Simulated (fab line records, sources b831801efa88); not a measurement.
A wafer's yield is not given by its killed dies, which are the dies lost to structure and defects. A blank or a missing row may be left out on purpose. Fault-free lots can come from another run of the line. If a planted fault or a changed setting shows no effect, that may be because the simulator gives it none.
The tool behind it: which one? | flow sky130 | route of 708 steps, sampled at 1 step: 12 lots, 36 wafers

== WHAT EACH GAUGE READ, for each wafer ==
SKY_VIA4_THK_MEAS_01. Usual: VIA4_HDPCVD_THK 1757 nm, standard deviation 16.
lot  | measured     | on            | VIA4_HDPCVD_THK (nm) | flag
L121 | day 42 21:06 | film-metro-04 | 1745 1765 1777       |
L123 | day 43 05:07 | film-metro-02 | 1723 1733 1728       |
L122 | day 43 06:29 | film-metro-02 | 1762 1736 1741       |
L126 | day 44 03:38 | film-metro-04 | 1772 1756 1751       |
L130 | day 45 08:49 | film-metro-02 | 1736 1749 1759       |
L131 | day 45 15:30 | film-metro-02 | 1747 1737 1755       |
L132 | day 45 21:17 | film-metro-03 | 1758 1752 1766       |
L133 | day 45 21:58 | film-metro-04 | 1752 1748 1754       |
L135 | day 46 16:41 | film-metro-04 | 1765 1782 1785       |
L136 | day 46 21:27 | film-metro-04 | 1743 1752 1740       |
L141 | day 48 00:16 | film-metro-03 | 1747 1757 1751       |
L143 | day 48 08:19 | film-metro-03 | 1780 1744 1757       |

== TOOL THAT RAN EACH LOT (tool first, then ch and the chambers of the sampled wafers, then the start) ==
The record holds no process step before these readings.

== AS READ BY THE TOOLS THEMSELVES (means over the sampled wafers that have a number; for cases with no such wafer, the mark the record gives instead) ==
The record holds no such reading with a usual standard deviation.

== THE ANSWER, worked out from the rows above alone ==
Rule: take the mean of a lot's wafers that have a number; if it is more than 3 standard deviations from the usual mean, the lot is off. Also off: a lot with no number at a reading for which 4 or more lots have one. Where the step has rows for the other lots, those lots are counted as sound. The gauges are gone through in route order, then the tools' own readings, and for those a lot's mean is taken as printed above. At the first step where some lot is off, the reading lying furthest off is the one used; lots without a number count as furthest.
No lot is off on any of the readings shown, so nothing can be concluded from this.

== WHAT THE SIMULATOR PUT IN ==
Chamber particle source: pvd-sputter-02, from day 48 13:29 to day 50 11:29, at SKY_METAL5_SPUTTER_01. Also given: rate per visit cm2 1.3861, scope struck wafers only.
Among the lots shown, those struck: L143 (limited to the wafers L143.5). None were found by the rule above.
